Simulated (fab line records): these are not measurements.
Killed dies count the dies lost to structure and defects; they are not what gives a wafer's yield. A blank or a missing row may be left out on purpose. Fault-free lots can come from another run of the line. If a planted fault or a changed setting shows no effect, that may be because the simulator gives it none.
Split-lot study    flow gf180mcu    on a route of 602 steps: 5 lots, 23 wafers read

== THE SPLIT ==
At GF_MIM_SPUTTER_04 (material TiN, target thk 50 nm, time 41.7 s), the setting time-s was moved away from the recipe's 41.7 s on 9 of the 23 wafers read, by -12.3% to +9.0%. All remaining wafers had this setting at the recipe value.

The split's own step is where the reading is taken.

== THE READING ==
TiN_of_MIM_SPUTTER_04.thk-nm (the simulator's own value, which no gauge read), in nm, at GF_MIM_SPUTTER_04 (material TiN, target thk 50 nm, time 41.7 s). The file does not state a usual value for it. Average 50.05 nm, standard deviation 0.37 nm, over the 14 wafers here run with the recipe.

wafer   tool, chamber at the split  time-s as run, s  against the recipe  TiN_of_MIM_SPUTTER_04.thk-nm, nm  against lot-mates on the recipe
L074.1  pvd-sputter-01, -           41.7              recipe              50.17                             -
L074.2  pvd-sputter-01, -           41.7              recipe              49.87                             -
L074.4  pvd-sputter-01, -           41.7              recipe              50.29                             -
L074.5  pvd-sputter-01, -           41.7              recipe              50.33                             -
L074.6  pvd-sputter-01, -           41.7              recipe              49.88                             -
L075.1  pvd-sputter-03, -           41.7              recipe              49.9                              -
L075.5  pvd-sputter-03, -           41.7              recipe              50.46                             -
L075.6  pvd-sputter-03, -           41.7              recipe              49.98                             -
L078.1  pvd-sputter-01, -           37.38             -10.4%              45.33                             -5.31
L078.3  pvd-sputter-01, -           41.7              recipe              50.72                             -
L078.4  pvd-sputter-01, -           37.38             -10.4%              45.49                             -5.15
L078.5  pvd-sputter-01, -           37.38             -10.4%              45.41                             -5.23
L078.6  pvd-sputter-01, -           41.7              recipe              50.56                             -
L079.1  pvd-sputter-03, -           45.44             +9.0%               54.33                             +4.52
L079.3  pvd-sputter-03, -           45.44             +9.0%               53.97                             +4.16
L079.4  pvd-sputter-03, -           41.7              recipe              49.89                             -
L079.5  pvd-sputter-03, -           45.44             +9.0%               54.48                             +4.67
L079.6  pvd-sputter-03, -           41.7              recipe              49.72                             -
L085.1  pvd-sputter-01, -           41.7              recipe              49.28                             -
L085.3  pvd-sputter-01, -           36.59             -12.3%              42.4                              -7.09
L085.4  pvd-sputter-01, -           41.7              recipe              49.7                              -
L085.5  pvd-sputter-01, -           36.59             -12.3%              42.95                             -6.54
L085.6  pvd-sputter-01, -           36.59             -12.3%              42.59                             -6.90

THE FIT
A straight line over all 23 wafers: TiN_of_MIM_SPUTTER_04.thk-nm changes by +0.519 nm for each +1% of time-s; r = +0.99; the points scatter about the line by 0.6 nm.
The same after taking each lot's own level away (the mean of its wafers on the recipe; 23 wafers): +0.524 nm for each +1%; r = +1.00; scatter 0.27 nm.
That fit puts the effect of the largest move of time-s on the reading at 6.4 nm.
The lots' own levels span 49.490 to 50.640 nm, that is 3.1 times the standard deviation above.
Hence the lot-to-lot level has little effect on the slope; both slopes agree.
Check: for one of the wafers moved furthest among these (-12.3%), held out of the fit, the line's prediction against its lot-mates is -6.37 nm. Against them it came out at -7.09 nm.

== THESE WAFERS: OTHER SPLITS ==
These wafers also went through other splits before the reading. Each is held against what the fit with the lots' levels taken away leaves over:
other split on the same wafers        wafers away from the commonest value  r with TiN_of_MIM_SPUTTER_04.thk-nm (lot level and that fit taken away)
GF_M4_SPUTTER_02 chamber-pressure-pa  18                                    +0.22
GF_M4_PEB_12 peb-temp-c               9                                     +0.22
GF_V4_CVD_00 sih4-flow-sccm           9                                     +0.09
GF_V4_CMP_26 t-overpolish-s           8                                     -0.11

== FILE'S OWN FIT ==
TiN_of_MIM_SPUTTER_04.thk-nm changes by +0.527 nm for each +1% of time-s, r = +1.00.
